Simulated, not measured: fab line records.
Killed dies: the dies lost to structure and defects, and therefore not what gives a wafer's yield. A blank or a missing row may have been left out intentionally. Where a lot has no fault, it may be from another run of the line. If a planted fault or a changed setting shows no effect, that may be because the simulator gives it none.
Shared-tool check || flow gf180mcu || 10 lots and 30 wafers in the sample

WHY IT WAS OPENED
Of 10 lots, 2 have the reading LVPWELL_TW flagged at GF_LVPWELL_TW_MEAS_11. Wafers without a fault read 559, standard deviation 5.6.
Rule: flag the lot when none of its wafers has a number, or when each of its wafers that has one lies beyond 4 standard deviations from that mean. As for the other lots, they are considered sound.

{"lot": "L882", "measured": "day 3 22:11", "on": "film_metro-04", "LVPWELL_TW, wafer by wafer": "562 560 561", "flag": ""}
{"lot": "L883", "measured": "day 4 04:08", "on": "film_metro-04", "LVPWELL_TW, wafer by wafer": "557 559 558", "flag": ""}
{"lot": "L884", "measured": "day 4 07:19", "on": "film_metro-01", "LVPWELL_TW, wafer by wafer": "559 558 562", "flag": ""}
{"lot": "L885", "measured": "day 4 14:58", "on": "film_metro-04", "LVPWELL_TW, wafer by wafer": "561 560 560", "flag": ""}
{"lot": "L886", "measured": "day 4 19:22", "on": "film_metro-04", "LVPWELL_TW, wafer by wafer": "559 561 560", "flag": ""}
{"lot": "L887", "measured": "day 5 02:44", "on": "film_metro-04", "LVPWELL_TW, wafer by wafer": "566 564 564", "flag": ""}
{"lot": "L889", "measured": "day 5 11:02", "on": "film_metro-04", "LVPWELL_TW, wafer by wafer": "564 566 566", "flag": ""}
{"lot": "L893", "measured": "day 6 13:09", "on": "film_metro-01", "LVPWELL_TW, wafer by wafer": "564 564 561", "flag": ""}
{"lot": "L898", "measured": "day 7 16:00", "on": "film_metro-03", "LVPWELL_TW, wafer by wafer": "1025 1026 1023", "flag": "FLAGGED"}
{"lot": "L899", "measured": "day 7 19:46", "on": "film_metro-03", "LVPWELL_TW, wafer by wafer": "1026 1023 1016", "flag": "FLAGGED"}
Average over the flagged lots: 1023; offset from the usual +464, equal to +83 standard deviations.

LOT BY LOT: THE TOOL USED
The record keeps 1 process step preceding the reading, out of 602 steps on the route. Read each cell as the tool, then ch plus the chambers that the sampled wafers visited, then the start.
{"lot": "L882", "flag": "", "GF_LVPWELL_IMPLANT_08": "implanter-01 ch 0, day 3 21:47"}
{"lot": "L883", "flag": "", "GF_LVPWELL_IMPLANT_08": "implanter-03 ch 0, day 4 03:44"}
{"lot": "L884", "flag": "", "GF_LVPWELL_IMPLANT_08": "implanter-03 ch 0, day 4 06:57"}
{"lot": "L885", "flag": "", "GF_LVPWELL_IMPLANT_08": "implanter-03 ch 0, day 4 14:35"}
{"lot": "L886", "flag": "", "GF_LVPWELL_IMPLANT_08": "implanter-03 ch 0, day 4 18:59"}
{"lot": "L887", "flag": "", "GF_LVPWELL_IMPLANT_08": "implanter-01 ch 0, day 5 02:22"}
{"lot": "L889", "flag": "", "GF_LVPWELL_IMPLANT_08": "implanter-01 ch 0, day 5 10:38"}
{"lot": "L893", "flag": "", "GF_LVPWELL_IMPLANT_08": "implanter-02 ch 0, day 6 12:45"}
{"lot": "L898", "flag": "FLAGGED", "GF_LVPWELL_IMPLANT_08": "implanter-03 ch 0, day 7 15:36"}
{"lot": "L899", "flag": "FLAGGED", "GF_LVPWELL_IMPLANT_08": "implanter-03 ch 0, day 7 19:22"}
What the steps here do:
- GF_LVPWELL_IMPLANT_08
- GF_LVPWELL_TW_MEAS_11

FLAGGED AGAINST TOTAL, ONE TOOL AT A TIME (gauges that did the reading follow at the end)
{"step": "GF_LVPWELL_IMPLANT_08", "tool": "implanter-01", "lots run": 3, "flagged": 0, "share of the flagged lots": "none", "sound lots run after its first flagged lot": "-"}
{"step": "GF_LVPWELL_IMPLANT_08", "tool": "implanter-02", "lots run": 1, "flagged": 0, "share of the flagged lots": "none", "sound lots run after its first flagged lot": "-"}
{"step": "GF_LVPWELL_IMPLANT_08", "tool": "implanter-03", "lots run": 6, "flagged": 2, "share of the flagged lots": "all", "sound lots run after its first flagged lot": 0}
{"step": "GF_LVPWELL_TW_MEAS_11", "tool": "film_metro-01", "lots run": 2, "flagged": 0, "share of the flagged lots": "none", "sound lots run after its first flagged lot": "-"}
{"step": "GF_LVPWELL_TW_MEAS_11", "tool": "film_metro-03", "lots run": 2, "flagged": 2, "share of the flagged lots": "all", "sound lots run after its first flagged lot": 0}
{"step": "GF_LVPWELL_TW_MEAS_11", "tool": "film_metro-04", "lots run": 6, "flagged": 0, "share of the flagged lots": "none", "sound lots run after its first flagged lot": "-"}

WHAT IS ALLOWED BY THE TABLE
In 2 table rows, all flagged lots were run: implanter-03 (GF_LVPWELL_IMPLANT_08), film_metro-03 (GF_LVPWELL_TW_MEAS_11).
- implanter-03 at GF_LVPWELL_IMPLANT_08 ran 6 lots, 2 of them flagged. Last sound lot L886 at day 4 18:59, first flagged lot L898 at day 7 15:36; a fault beginning in between fits.
- film_metro-03 at GF_LVPWELL_TW_MEAS_11 ran 2 lots, 2 of them flagged. In this sample it ran no sound lot ahead of its first flagged lot, so there is no way to narrow down the start.
Because each of these 2 tools fits a fault that began at some hour, counting lots does not separate them. More lots, or a look at what each step does to the wafer, might.

WHAT THE SIMULATOR PUT IN
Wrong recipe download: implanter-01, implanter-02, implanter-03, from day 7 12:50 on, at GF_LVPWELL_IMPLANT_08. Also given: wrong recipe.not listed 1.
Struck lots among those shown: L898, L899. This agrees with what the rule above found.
